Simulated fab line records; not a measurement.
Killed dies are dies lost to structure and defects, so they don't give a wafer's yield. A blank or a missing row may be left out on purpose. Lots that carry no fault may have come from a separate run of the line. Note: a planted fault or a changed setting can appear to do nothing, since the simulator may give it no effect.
Which tool did it?    flow sfq line    Sampling: 7 lots, 21 wafers, 3 of 325 route steps

WHAT THE GAUGES SHOWED, per wafer
SFQ_I4_BOW_MEAS_927.
lot   measured      on             I4_BOW (um)
L997  day 47 00:14  film metro-01  1 0 4
L999  day 47 06:16  film metro-01  9 12 2
L101  day 47 12:14  film metro-03  -7 3 -7 - - -
L108  day 56 14:03  film metro-01  2 -1 11
L113  day 59 10:46  film metro-03  -2 9 -3
L115  day 59 20:44  film metro-02  2 -8 9
L117  day 60 01:47  film metro-03  -4 -4 -2

TOOL THAT RAN EACH LOT (tool first, then ch and the chambers of the sampled wafers, then the start)
lot   SFQ_TRILAYER_I3_CMP_CMP_082    SFQ_TRILAYER_I4_CMP_CMP_100
L997  cmp-02 ch 0,1,2, day 34 09:38  cmp-01 ch 0,1, day 46 21:44
L999  cmp-02 ch 0,2,3, day 35 06:08  cmp-01 ch 0,1,2, day 47 03:14
L101  cmp-01 ch 1,3, day 39 04:01    cmp-01 ch 0,2,3, day 47 09:44
L108  cmp-02 ch 1,2, day 47 09:44    cmp-01 ch 0,1, day 56 11:32
L113  cmp-02 ch 2,3, day 49 03:44    cmp-01 ch 1,2,3, day 59 08:16
L115  cmp-02 ch 1,2,3, day 49 12:44  cmp-02 ch 0,1,3, day 59 18:14
L117  cmp-01 ch 1,2, day 49 21:14    cmp-01 ch 0,1,2, day 59 22:46
- SFQ_TRILAYER_I3_CMP_CMP_082: polishes SiO2.
- SFQ_TRILAYER_I4_CMP_CMP_100: polishes SiO2.

THE ANSWER, worked out from the rows above alone
Rule: what is usual is taken from the lots themselves. Put in order of their means at a reading, lots are off if they are a third of the lots or fewer, leave a main group of 4 or more, and stand apart from it by a gap of 3 or more times the standard deviation of the main group's means; of several such gaps the widest counts. The tables above print the reading to a certain number of digits; a main group whose means all agree to those digits is not used. Also off: a lot with no number at a reading for which 4 or more lots have one. Where the step has rows for the other lots, those lots are counted as sound.
No lot is off on any of the readings shown, so nothing can be concluded from this.

WHAT THE SIMULATOR HAD INSERTED
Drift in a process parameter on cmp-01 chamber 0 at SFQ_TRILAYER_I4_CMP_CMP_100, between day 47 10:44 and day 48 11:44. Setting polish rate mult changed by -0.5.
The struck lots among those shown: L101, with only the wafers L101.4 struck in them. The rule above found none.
